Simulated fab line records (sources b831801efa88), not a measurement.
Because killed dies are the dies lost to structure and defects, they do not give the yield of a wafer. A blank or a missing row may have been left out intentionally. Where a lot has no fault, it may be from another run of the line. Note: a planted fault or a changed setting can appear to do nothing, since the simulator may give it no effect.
Chamber matching || flow gf180mcu || GF_V2_CVD_00 on hdpcvd-02 has 3 sister chambers
The step deposits SiO2, target thk 600 nm, time 100 s. 3 wafers are shown with their chamber, then 7 later ones without.

== WAFERS WITH THEIR CHAMBER ==
{"wafer": "L759.6", "chamber": 1, "run_length_s (s)": 127.0}
{"wafer": "L764.1", "chamber": 0, "run_length_s (s)": 128.4}
{"wafer": "L764.3", "chamber": 2, "run_length_s (s)": 127.5}

== WAFERS WHOSE CHAMBER IS MISSING ==
{"wafer": "L764.4", "run_length_s (s)": 127.7}
{"wafer": "L770.1", "run_length_s (s)": 127.0}
{"wafer": "L770.2", "run_length_s (s)": 127.8}
{"wafer": "L770.6", "run_length_s (s)": 127.1}
{"wafer": "L772.1", "run_length_s (s)": 127.2}
{"wafer": "L772.2", "run_length_s (s)": 127.5}
{"wafer": "L772.4", "run_length_s (s)": 127.3}

== WHICH CHAMBER EACH WENT THROUGH ==
{"wafer": "L764.4", "from the rows above": 2, "in truth": 2}
{"wafer": "L770.1", "from the rows above": 1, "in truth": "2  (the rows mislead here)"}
{"wafer": "L770.2", "from the rows above": "can't be placed: 2 or 0", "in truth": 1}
{"wafer": "L770.6", "from the rows above": "can't be placed: 1 or 2", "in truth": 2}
{"wafer": "L772.1", "from the rows above": "can't be placed: 1 or 2", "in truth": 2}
{"wafer": "L772.2", "from the rows above": 2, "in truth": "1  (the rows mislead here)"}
{"wafer": "L772.4", "from the rows above": "can't be placed: 2 or 1", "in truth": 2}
Correctly placed: 1 of 7. Can't be placed from these rows: 4 (the true chamber is among the candidates in 3). Placed wrongly: 2.
How it was worked out, from the rows above alone: a wafer's distance from a chamber is the root of the sum, over the readings, of the square of ((its reading less the chamber's mean) divided by the reading's scatter). The wafer belongs to the nearest chamber; if the next one is less than 2 further off, it can't be placed. A chamber's mean is the mean of its shown wafers. The scatter: root of mean squared gap, hidden wafer to nearest shown wafer, with one shown wafer a chamber.
